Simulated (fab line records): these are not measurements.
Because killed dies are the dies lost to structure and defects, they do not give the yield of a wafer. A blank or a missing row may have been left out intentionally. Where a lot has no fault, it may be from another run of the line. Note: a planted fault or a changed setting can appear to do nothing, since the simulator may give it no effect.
A struck lot beside a sound one    flow sky130    16 steps out of a route of 708
Sound: wafers L833.3, L833.4, L833.5. The struck wafers were L825.3, L825.4, L825.6. At the end, the cause is stated.
At each step with rows: each side's tool, then ch and its chambers, then its first start. Under that, the readings that differ: sound wafers    struck wafers    difference of the means    sigmas: that difference in standard deviations of wafers without a fault.
alike: words and numbers the same on both sides, and readings whose means are apart by under 2 such deviations; not compared: readings that were withheld, readings missing a value for some wafer, numbers with overlapping values and no deviation given by the record, and bounds like >300 which may hide the same value.
Wherever a step has rows on one side only, a row that says differs or no value, or a row with sigmas, the two part there. Numbers that don't overlap but have no deviation are shown without sigmas and don't part them. A reading that every wafer of one side lacks parts them only if that side has two wafers or more.

first, 8 steps without rows for these wafers: SKY_METAL1_DEHYDRATE_07 (time 60 s); SKY_METAL1_HMDS_08 (prime time 60 s); SKY_METAL1_COAT_09 (resist thk 60 nm); SKY_METAL1_COAT_10 (resist thk 450 nm); SKY_METAL1_SOFTBAKE_11 (time 90 s); SKY_METAL1_EXPOSE_12 (exposes mask MM1, target cd 140 nm); SKY_METAL1_PEB_13; SKY_METAL1_DEVELOP_14 (develop time 60 s).
SKY_METAL1_CD_MEAS_15 targets a cd of 140 nm.
  sound on cd sem-01 at day 37 23:14; struck on cd sem-01 at day 35 11:05
  alike: cd nm
SKY_METAL1_OVL_MEAS_16:
  sound on overlay-01 at day 37 23:20; struck on overlay-02 at day 35 11:11
reading          sound  struck      difference  sigmas
METAL1_OVL (nm)  3 8 0  -5 -13 -15  -15         -2
SKY_METAL1_DESCUM_17: chemistry O2, time 8 s.
  sound on rie metal-02 ch 0,1, day 37 23:22; struck on rie metal-01 ch 0,1, day 35 11:13
  alike: drypump motor current A, oes product au
  not compared: rf hours counter h
SKY_METAL1_ETCH_18: etches BARC in N2/H2, stops on SiO2, time 45.9 s, target depth 60 nm.
  sound on rie metal-02 ch 0,1, day 37 23:24; struck on rie metal-01 ch 0,1, day 35 11:15
  alike: drypump motor current A, oes product au, throttle valve pct
  not compared: rf hours counter h
SKY_METAL1_METAL_ETCH_19: etches the open film in Cl2/BCl3, stops on SiO2, target depth 360 nm, time 78 s.
  sound on rie metal-02 ch 0,1, day 37 23:28; struck on rie metal-01 ch 0,1, day 35 11:20
reading                                        sound              struck             difference  sigmas
oes product au (a.u.)                          0.841 0.843 0.848  0.831 0.830 0.826  -0.015      -3
over etch frac                                 0.3 0.3 0.3        0.392 0.392 0.392  +0.092      
model.KrF-thick_of_METAL1_COAT_10.thk nm (nm)  163 160.5 163.4    134.6 141.7 141.1  -23.2       
  alike: drypump motor current A, throttle valve pct
  not compared: rf hours counter h
SKY_METAL1_STRIP_20: strips in O2/N2.
  sound on plasma asher-04 ch 0,1, day 37 23:34; struck on plasma asher-04 ch 0,1, day 35 11:25
reading                       sound              struck             difference  sigmas
oes product au (a.u.)         0.344 0.346 0.348  0.337 0.323 0.324  -0.018      -4
strip time to endpoint s (s)  2.75 2.71 2.74     2.43 2.50 2.51     -0.25       -7
  alike: drypump motor current A
  not compared: rf hours counter h
then, 2 steps without rows for these wafers: SKY_METAL1_STRIP_21 (strips in post etch residue remover, time 1200 s); SKY_PAD_OPEN_PROBE_99.

== WHERE THEY PART ==
At SKY_METAL1_OVL_MEAS_16 first; at SKY_METAL1_STRIP_20 last (within this record only).

WHY: the cause the simulator had injected
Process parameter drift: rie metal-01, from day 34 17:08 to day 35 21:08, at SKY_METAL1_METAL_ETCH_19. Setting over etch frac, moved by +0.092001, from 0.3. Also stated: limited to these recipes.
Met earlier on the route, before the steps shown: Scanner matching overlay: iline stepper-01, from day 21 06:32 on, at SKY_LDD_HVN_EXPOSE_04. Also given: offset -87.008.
